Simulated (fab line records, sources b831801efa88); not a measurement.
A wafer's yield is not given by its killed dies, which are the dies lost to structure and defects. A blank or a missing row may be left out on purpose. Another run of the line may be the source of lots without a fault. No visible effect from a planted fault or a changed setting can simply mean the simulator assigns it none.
Which tool did it? ; flow sky130 ; 33 wafers from 11 lots sampled at 3 of the route's 708 steps

## WHAT THE GAUGES SHOWED, per wafer
SKY_VT_ADJUST_HVTP_CD_MEAS_07 targets a cd of 380 nm.
lot;measured;on;cd nm (nm)
L789;day 6 15:55;cd sem-02;378.6 379.6 378.6
L790;day 6 18:29;cd sem-01;376.5 378.4 379.7
L795;day 8 05:37;cd sem-02;- - -
L794;day 8 06:10;cd sem-01;384.2 381.9 381.7
L796;day 8 16:01;cd sem-01;379.8 380.0 381.3
L798;day 9 01:12;cd sem-01;378.7 376.4 378.4
L806;day 11 13:32;cd sem-01;381.9 380.4 381.9
L807;day 11 15:03;cd sem-01;383.1 382.0 380.3
L808;day 11 16:00;cd sem-02;381.3 381.6 378.6
L809;day 11 18:44;cd sem-01;376.1 377.1 378.5
L810;day 12 13:16;cd sem-01;380.7 383.8 381.4

## TOOL THAT RAN EACH LOT (tool first, then ch and the chambers of the sampled wafers, then the start)
lot;SKY_DNWELL_STRIP_08;SKY_VT_ADJUST_HVTP_EXPOSE_04
L789;plasma asher-03 ch 0,1, day 3 15:47;iline stepper-02 ch 0, day 6 06:32
L790;plasma asher-02 ch 0,1, day 3 18:11;iline stepper-02 ch 0, day 6 09:32
L795;plasma asher-02 ch 0,1, day 5 00:37;iline stepper-01 ch 0, day 7 19:26
L794;plasma asher-01 ch 0,1, day 5 01:07;iline stepper-01 ch 0, day 7 20:19
L796;plasma asher-03 ch 0,1, day 5 09:01;iline stepper-02 ch 0, day 8 05:18
L798;plasma asher-03 ch 0,1, day 5 15:23;iline stepper-01 ch 0, day 8 14:08
L806;plasma asher-02 ch 0,1, day 7 13:26;iline stepper-01 ch 0, day 11 00:53
L807;plasma asher-03 ch 0,1, day 7 17:34;iline stepper-02 ch 0, day 11 02:08
L808;plasma asher-01 ch 0,1, day 7 21:50;iline stepper-02 ch 0, day 11 03:51
L809;plasma asher-02 ch 0,1, day 8 04:00;iline stepper-01 ch 0, day 11 06:27
L810;plasma asher-03 ch 0,1, day 8 10:05;iline stepper-01 ch 0, day 12 00:41
- SKY_DNWELL_STRIP_08: strips in O2/N2.
- SKY_VT_ADJUST_HVTP_EXPOSE_04: exposes mask HVTPM, target cd 380 nm.

## THE ANSWER, worked out from the rows above alone
Rule: the usual values come from the lots themselves. The widest of any qualifying gaps counts: lots, ordered by their means at a reading, are off when they make up no more than a third of the lots, leave a main group of 4 or more, and stand apart from it by 3 or more times the standard deviation of that group's means. Not used: any main group whose means are identical at the precision the tables above print for the reading. A lot without any number at a reading at which 4 lots or more have one is off too. Where the step has rows for the other lots, those lots are counted as sound.
Off: L795 (SKY_VT_ADJUST_HVTP_CD_MEAS_07, cd nm). Without a number there: L795. For the main group the mean is 380.1 nm and the standard deviation 1.8.
If a tool, at a process step before that reading, ran all the lots that are off and no sound lot after the first of them, it fits. Gauges at SKY_VT_ADJUST_HVTP_CD_MEAS_07: tried the same way as those tools. Not one of the candidates tried fits.

## WHAT WAS PUT IN BY THE SIMULATOR
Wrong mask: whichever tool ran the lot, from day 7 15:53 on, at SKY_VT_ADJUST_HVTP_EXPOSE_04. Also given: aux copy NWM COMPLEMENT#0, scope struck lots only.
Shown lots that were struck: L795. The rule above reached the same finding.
